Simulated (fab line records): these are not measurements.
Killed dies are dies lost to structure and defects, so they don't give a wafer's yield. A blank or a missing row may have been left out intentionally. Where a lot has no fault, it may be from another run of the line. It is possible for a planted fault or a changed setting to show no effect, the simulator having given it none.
Split-lot study	flow sky130	route with 708 steps; 5 lots, 23 wafers read

== THE SPLIT ITSELF ==
At SKY_VIA4_CMP_02 (polishes SiO2), the setting leaveAboveRefNm was moved away from the recipe's 580 nm on 10 of the 23 wafers read, by -6.0% to +7.0%. The other wafers ran this setting at the recipe's value.

== FROM THE SPLIT TO THE READING: what the file shows between them, 2 steps ==
- SKY_VIA4_DEHYDRATE_04: time 60 s
- SKY_VIA4_DEVELOP_10: develop time 60 s

== THE READING ==
oesProductAu, in a.u., at SKY_VIA4_ETCH_12 (etches SiO2 in C4F8/O2/Ar, stops on TiN, target depth 580 nm). A value of 0.926 a.u. with a standard deviation of 0.0054 a.u. is what fault-free wafers of this fab line usually give.

wafer	tool, chamber at the split	leaveAboveRefNm as run, nm	against the recipe	oesProductAu, a.u.	against lot-mates on the recipe
L074.1	cmp-01, 3	580	recipe	0.931	-
L074.2	cmp-01, 2	580	recipe	0.924	-
L074.3	cmp-01, 1	609.2	+5.0%	0.954	+0.029
L074.4	cmp-01, 0	580	recipe	0.921	-
L074.5	cmp-01, 3	609.2	+5.0%	0.948	+0.023
L076.1	cmp-01, 1	620.4	+7.0%	0.966	+0.041
L076.2	cmp-01, 3	620.4	+7.0%	0.959	+0.034
L076.3	cmp-01, 2	580	recipe	0.922	-
L076.5	cmp-01, 1	580	recipe	0.927	-
L076.6	cmp-01, 2	620.4	+7.0%	0.962	+0.037
L081.1	cmp-01, 3	580	recipe	0.935	-
L081.2	cmp-01, 1	545.4	-6.0%	0.888	-0.046
L081.3	cmp-01, 2	580	recipe	0.933	-
L081.5	cmp-01, 1	545.4	-6.0%	0.889	-0.045
L081.6	cmp-01, 2	545.4	-6.0%	0.905	-0.029
L083.2	cmp-01, 3	555.2	-4.3%	0.898	-0.030
L083.3	cmp-01, 0	555.2	-4.3%	0.905	-0.023
L083.4	cmp-01, 2	580	recipe	0.924	-
L083.5	cmp-01, 0	580	recipe	0.929	-
L083.6	cmp-01, 3	580	recipe	0.930	-
L084.1	cmp-01, 1	580	recipe	0.919	-
L084.2	cmp-01, 3	580	recipe	0.921	-
L084.5	cmp-01, 2	580	recipe	0.921	-

FIT RESULTS
A straight line over all 23 wafers: oesProductAu changes by +0.00529 a.u. for each +1% of leaveAboveRefNm; r = +0.97; the points scatter about the line by 0.0053 a.u.
The same after taking each lot's own level away (the mean of its wafers on the recipe; 23 wafers): +0.00588 a.u. for each +1%; r = +0.98; scatter 0.0045 a.u.
On that fit, the largest move of leaveAboveRefNm shifts the reading by 0.041 a.u.
Across the lots, their own levels run from 0.9203 to 0.9340 a.u., a range of 2.5 times the standard deviation given above.
In other words, the slope is changed by the lot-to-lot level; the two fits disagree.
Check: with one of the wafers moved furthest among these (+7.0%) left out of the fit, the line predicts +0.039 a.u. for it against its lot-mates. It came out at +0.0415 a.u. against them.

== THESE WAFERS: OTHER SPLITS ==
Note: prior to the reading, these wafers also went through further splits. Each is held against what the fit with the lots' levels taken away leaves over:
other split on the same wafers	wafers away from the commonest value	r with oesProductAu (lot level and that fit taken away)
SKY_VIA2_DEVELOP_11 devTempC	5	-0.24
SKY_VIA2_CVD_21 tempC	10	-0.01
SKY_CAPM_SPUTTER_02 powerW	8	-0.15
SKY_VIA3_HDPCVD_00 sih4FlowSccm	7	+0.21
SKY_CAP2M_EXPOSE_09 doseMj	7	+0.10

== THE WHOLE CHAIN: every reading that the file lists as answering this split, in the file's order ==
step	what it does	reading	change (the file's fit)	r (the file's)
SKY_VIA4_CMP_02	polishes SiO2	SiO2_of_VIA4_HDPCVD_00.thkNm (the simulator's own value, which no gauge read)	+5.82 nm for each +1% of the setting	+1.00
SKY_VIA4_ETCH_12	etches SiO2 in C4F8/O2/Ar, stops on TiN, target depth 580 nm	oesProductAu	+0.00584 a.u. for each +1% of the setting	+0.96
SKY_VIA4_ETCH_12	etches SiO2 in C4F8/O2/Ar, stops on TiN, target depth 580 nm	VIA4.featureDepthNm (the simulator's own value, which no gauge read)	+5.82 nm for each +1% of the setting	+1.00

== FILE'S OWN FIT ==
oesProductAu changes by +0.00584 a.u. for each +1% of leaveAboveRefNm, r = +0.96.
